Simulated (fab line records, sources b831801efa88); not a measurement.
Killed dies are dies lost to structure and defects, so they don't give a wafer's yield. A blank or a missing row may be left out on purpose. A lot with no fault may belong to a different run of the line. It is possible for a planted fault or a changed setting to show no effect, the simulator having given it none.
Chamber matching + flow gf180mcu + GF_V3_CVD_02 on pecvd-01 has 3 sister chambers
The step deposits SiO2 from TEOS, target thk 850 nm, time 94.851 s. 6 wafers are shown with their chamber, then 9 later ones without.

EACH WAFER AND ITS CHAMBER
| wafer  | chamber | heater_power_w (W) | susceptor_temp_C (C) |
|--------|---------|--------------------|----------------------|
| L084.1 | 1       | 635                | 399.79               |
| L084.5 | 2       | 603                | 399.98               |
| L084.6 | 0       | 704                | 399.62               |
| L088.1 | 1       | 595                | 399.81               |
| L088.5 | 2       | 609                | 399.87               |
| L088.6 | 0       | 677                | 400.18               |

WAFERS MISSING THEIR CHAMBER
| wafer  | heater_power_w (W) | susceptor_temp_C (C) |
|--------|--------------------|----------------------|
| L093.1 | 676                | 400.20               |
| L093.4 | 630                | 400.29               |
| L093.6 | 698                | 400.08               |
| L095.2 | 645                | 399.94               |
| L095.4 | 725                | 400.02               |
| L095.5 | 752                | 400.19               |
| L097.1 | 630                | 400.32               |
| L097.2 | 730                | 399.96               |
| L097.5 | 734                | 400.32               |

WHICH CHAMBER EACH WENT THROUGH
| wafer  | from the rows above          | in truth                   |
|--------|------------------------------|----------------------------|
| L093.1 | 0                            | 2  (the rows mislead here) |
| L093.4 | can't be placed: 2 or 1 or 0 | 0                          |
| L093.6 | 0                            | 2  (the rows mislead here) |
| L095.2 | can't be placed: 1 or 2 or 0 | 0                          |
| L095.4 | 0                            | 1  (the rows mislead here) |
| L095.5 | 0                            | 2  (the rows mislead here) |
| L097.1 | can't be placed: 2 or 1 or 0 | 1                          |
| L097.2 | 0                            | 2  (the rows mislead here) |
| L097.5 | 0                            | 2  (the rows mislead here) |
Correctly placed: 0 of 9. Unplaceable from these rows: 3, with the true chamber sitting among the candidates in 3. 6 placed wrongly.
How it was worked out, from the rows above alone: a wafer's distance from a chamber is the root of the sum, over the readings, of the square of ((its reading less the chamber's mean) divided by the reading's scatter). The wafer belongs to the nearest chamber; if the next one is less than 2 further off, it can't be placed. A chamber's mean is the mean of its shown wafers. The scatter is the square root of a quotient: the sum, over the shown wafers, of each reading's squared deviation from its chamber's mean, divided by wafers minus chambers.
